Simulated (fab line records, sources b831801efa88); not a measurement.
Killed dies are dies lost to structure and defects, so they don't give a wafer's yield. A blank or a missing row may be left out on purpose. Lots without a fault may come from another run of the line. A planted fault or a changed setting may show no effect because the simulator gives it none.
fab line records | flow gf180mcu | part 2 of 2: steps 31 to 40 of 40
record lots=5 wafers=15 last_day=34
route steps=602 shown HV_LDD@228 NSD@235 PSD@248 SAB@264
lots that met no fault: from a run of the same line without faults
start_h: hours from the record's first day to the start of the lot's first wafer shown | wait_h: hours since the lot's step before | " the same as in the row above | L1.1+2: a row that stands for several wafers | - no value, or no start given | * or withheld: withheld | < > ~ a bound
route shown NAME@n: a module of which the file shows steps, and the number in the route of the first | usual: mean/standard deviation of fault-free wafers | same: alike in all rows | chamber/n: place in a boat | sites: the reading at each site | _std_site: their standard deviation | _edge_site: outer sites' mean less inner sites' | radius_mm: how far each site lies from the wafer's centre | mask NAME#n: copy n | behind: the tool/chamber that last shaped the wafer | hold: why the lot was held/for how many hours/how that ended | device: the transistor (n, p or np) that didn't switch | end of line: the same wafers' tests at the end of the route | a step without rows: its recipe alone | killed: dies lost to structure and defects at the first sort, not the wafer's yield | map: a wafer's dies, x killed, . not, _ none there
set.NAME: the setting as run; set.NAME@STEP: as run at that earlier step | model.NAME: the simulator's own value behind a step, which no gauge read
lots at some steps of the route; a table a step, a row a wafer
services: from which hour (start_h, from the record's first day; less than 0 if before it) a tool's chamber was out of use, for how many hours, and why
## steps
# step GF_PSD_STRIP_10
# recipe chemistry=O2/N2 power_w=1400 pressure_mtorr=1500 platen_temp_c=250 o2_flow_sccm=3000 n2_flow_sccm=300 overash_fraction=0.5
# usual drypump_motor_current_A=5.8/0.46 heater_power_w=320/29 oes_product_au=0.594/0.0046 strip_time_to_endpoint_s=16.45/0.035
# columns lot.wafer tool chamber start_h wait_h drypump_motor_current_A heater_power_w oes_product_au rf_hours_counter_h strip_time_to_endpoint_s
L077.2 plasma_asher-02 1 355.34 0.1 5.7 345 0.594 71 16.43
L077.3 " 1 " " 5.7 352 0.593 - 16.44
L077.6 " 0 " " 6.5 315 0.595 - 16.43
L078.1 plasma_asher-02 0 360.47 0.1 6.6 319 0.599 71 16.45
L078.3 " 0 " " 6.5 310 0.590 - 16.48
L078.5 " 1 " " 5.7 339 0.596 - 16.41
L086.2 plasma_asher-01 1 429.69 0.1 5.4 309 0.589 65 16.40
L086.4 " 0 " " 5.8 270 0.586 - 16.41
L086.6 " 1 " " 5.4 306 0.588 - 16.39
L093.1 plasma_asher-01 0 485.74 0.1 5.9 271 0.599 71 16.45
L093.3 " 1 " " 5.4 301 0.592 - 16.42
L093.4 " 0 " " 5.8 272 0.595 - 16.45
L094.2 plasma_asher-03 1 492.64 0.1 5.2 319 0.595 38 16.41
L094.3 " 0 " " 6.3 366 0.600 - 16.37
L094.6 " 0 " " 6.3 350 0.593 - 16.43
# step GF_PSD_TW_MEAS_11
# usual PSD_TW=3132/35
# columns lot.wafer tool chamber start_h wait_h PSD_TW
L077.2 film_metro-03 - 355.45 0.1 3171
L077.3 " - " " 3163
L077.6 " - " " 3151
L078.1 film_metro-03 - 360.57 0.1 3171
L078.3 " - " " 3172
L078.5 " - " " 3179
L086.2 film_metro-03 - 429.80 0.1 3145
L086.4 " - " " 3115
L086.6 " - " " 3135
L093.1 film_metro-01 - 485.84 0.1 3144
L093.3 " - " " 3132
L093.4 " - " " 3127
L094.2 film_metro-03 - 492.75 0.1 3124
L094.3 " - " " 3112
L094.6 " - " " 3132
# step GF_PSD_CLEAN_12
# recipe chemistry=SC1/SC2 mix=1:4:20 temp_c=70 time_s=150 dry=n2_spin
# columns lot.wafer tool chamber start_h wait_h
L077.2+3+6 wet_bench-03 1 355.50 0.0
L078.1+3+5 wet_bench-04 0 360.63 0.1
L086.2+4+6 wet_bench-03 3 429.85 0.0
L093.1+3+4 wet_bench-01 0 485.90 0.1
L094.2+3+6 wet_bench-01 2 492.80 0.0
# step GF_PSD_RTA_13
# recipe temp_c=1025 time_s=20 ambient=N2
# usual anneal_temp_c_max=1028.7/1.1 lamp_power_pct=33.2/1.8 wafer_temp_C_max=1028.5/0.86
# columns lot.wafer tool chamber start_h wait_h anneal_temp_c_max lamp_power_pct wafer_temp_C_max
L077.2 rtp_anneal-02 0 355.56 0.0 1027.3 35.3 1028.7
L077.3 " 0 " " 1027.6 35.3 1028.6
L077.6 " 0 " " 1027.9 35.3 1027.2
L078.1 rtp_anneal-01 0 360.68 0.0 1028.9 31.7 1028.4
L078.3 " 0 " " 1029.9 31.7 1028.7
L078.5 " 0 " " 1030.2 31.7 1030.6
L086.2 rtp_anneal-02 0 429.92 0.0 1026.9 35.3 1028.9
L086.4 " 0 " " 1027.9 35.3 1028.4
L086.6 " 0 " " 1026.9 35.3 1029.7
L093.1 rtp_anneal-01 0 485.95 0.0 1028.8 31.7 1029.5
L093.3 " 0 " " 1029.0 31.8 1029.5
L093.4 " 0 " " 1029.4 31.8 1026.9
L094.2 rtp_anneal-01 0 492.92 0.0 1029.1 31.7 1028.5
L094.3 " 0 " " 1028.8 31.7 1029.6
L094.6 " 0 " " 1028.7 31.7 1028.4
# step GF_PSD_RS_MEAS_14
# recipe thk_meas_gauge=four-point-probe
# usual NSD_RS=46.16/0.11
# columns lot.wafer tool chamber start_h wait_h NSD_RS[ohm/sq]
L077.2 film_metro-03 - 355.65 0.1 46.09
L077.3 " - " " 46.04
L077.6 " - " " 46.07
L078.1 film_metro-04 - 360.76 0.1 46.20
L078.3 " - " " 46.19
L078.5 " - " " 46.30
L086.2 film_metro-03 - 430.01 0.1 46.07
L086.4 " - " " 46.13
L086.6 " - " " 46.09
L093.1 film_metro-04 - 486.04 0.1 46.14
L093.3 " - " " 46.23
L093.4 " - " " 46.23
L094.2 film_metro-01 - 493.01 0.1 46.23
L094.3 " - " " 46.03
L094.6 " - " " 46.08
# step GF_PSD_RS_MEAS_15
# recipe thk_meas_gauge=four-point-probe
# usual PSD_RS=109.4/0.35
# columns lot.wafer tool chamber start_h wait_h PSD_RS[ohm/sq]
L077.2 film_metro-03 - 355.77 0.1 108.9
L077.3 " - " " 108.9
L077.6 " - " " 109.2
L078.1 film_metro-04 - 360.88 0.1 109.8
L078.3 " - " " 109.5
L078.5 " - " " 110.0
L086.2 film_metro-03 - 430.13 0.1 109.1
L086.4 " - " " 109.1
L086.6 " - " " 109.4
L093.1 film_metro-04 - 486.16 0.1 109.9
L093.3 " - " " 109.9
L093.4 " - " " 109.7
L094.2 film_metro-01 - 493.13 0.1 109.4
L094.3 " - " " 109.1
L094.6 " - " " 109.2
# step GF_SAB_CVD_00
# recipe material=SiO2 target_thk_nm=50 precursor=TEOS temp_c=400 time_s=4.9302 rf_w=600
# usual heater_power_w=615/64 susceptor_temp_C=400.00/0.23
# columns lot.wafer tool chamber start_h wait_h heater_power_w susceptor_temp_C
L077.2 pecvd-04 1 355.87 0.1 695 400.12
L077.3 " 2 " " 665 399.90
L077.6 " 1 " " 705 400.30
L078.1 pecvd-03 2 361.00 0.1 628 400.06
L078.3 " 0 " " 629 399.66
L078.5 " 1 " " 587 399.99
L086.2 pecvd-01 2 430.23 0.1 554 400.29
L086.4 " 0 " " 611 399.97
L086.6 " 1 " " 559 400.04
L093.1 pecvd-01 2 486.28 0.1 508 399.89
L093.3 " 1 " " 580 399.83
L093.4 " 2 " " 511 399.83
L094.2 pecvd-04 2 493.23 0.1 573 399.56
L094.3 " 0 " " 686 400.02
L094.6 " 1 " " 628 400.38
# step GF_SAB_THK_MEAS_01
# recipe reads=SiO2_of_SAB_CVD_00
# usual SAB_CVD_00_THK=49.9/0.64
# columns lot.wafer tool chamber start_h wait_h SAB_CVD_00_THK[nm]
L077.2 film_metro-01 - 355.90 0.0 48.8
L077.3 " - " " 49.9
L077.6 " - " " 50.0
L078.1 film_metro-02 - 361.02 0.0 49.2
L078.3 " - " " 49.2
L078.5 " - " " 49.9
L086.2 film_metro-03 - 430.26 0.0 50.1
L086.4 " - " " 51.0
L086.6 " - " " 50.8
L093.1 film_metro-03 - 486.30 0.0 49.9
L093.3 " - " " 49.4
L093.4 " - " " 50.3
L094.2 film_metro-03 - 493.26 0.0 48.6
L094.3 " - " " 49.4
L094.6 " - " " 49.5
# step GF_SAB_DEHYDRATE_02
# recipe temp_c=200 time_s=60
# columns lot.wafer tool chamber start_h wait_h
L077.2+3+6 litho_track-04 0 366.61 10.7
L078.1+3+5 litho_track-01 0 371.59 10.6
L086.2+4+6 litho_track-01 0 441.86 11.6
L093.1+3+4 litho_track-03 0 497.64 11.3
L094.2+3+6 litho_track-04 0 504.21 10.9
# step GF_SAB_HMDS_03
# recipe prime_time_s=60 prime_temp_c=120
# columns lot.wafer tool chamber start_h wait_h
L077.2+3+6 litho_track-04 0 366.76 0.1
L078.1+3+5 litho_track-01 0 371.74 0.1
L086.2+4+6 litho_track-01 0 442.01 0.1
L093.1+3+4 litho_track-03 0 497.79 0.1
L094.2+3+6 litho_track-04 0 504.36 0.1
## services
# columns tool chamber start_h hours kind
iline_stepper-02 - 296.65 1.7 pm
pecvd-01 - 299.87 4.3 pm
rie_diel-02 2 306.24 2.6 repair
rie_diel-01 2 316.60 9.2 repair
iline_stepper-01 - 317.70 1.7 pm
pecvd-04 - 328.93 5.9 repair
plasma_asher-01 - 352.72 2.8 pm
implanter-04 - 354.18 32.5 pm
pecvd-01 - 357.57 0.3 repair
iline_stepper-02 - 365.84 2.1 pm
plasma_asher-04 - 366.69 0.9 repair
pecvd-04 - 395.82 9.6 repair
implanter-04 - 399.80 12.0 repair
plasma_asher-02 - 421.25 9.0 pm
rie_diel-02 2 431.97 10.1 repair
rie_diel-02 - 456.90 15.6 pm
plasma_asher-04 - 464.47 2.4 repair
implanter-04 - 487.19 7.3 pm
plasma_asher-02 - 487.26 3.5 repair
implanter-01 - 492.42 4.5 pm
lpcvd-02 - 492.90 6.1 pm
implanter-04 - 496.24 0.7 repair
implanter-04 - 498.16 1.1 repair
implanter-04 - 502.13 6.4 repair
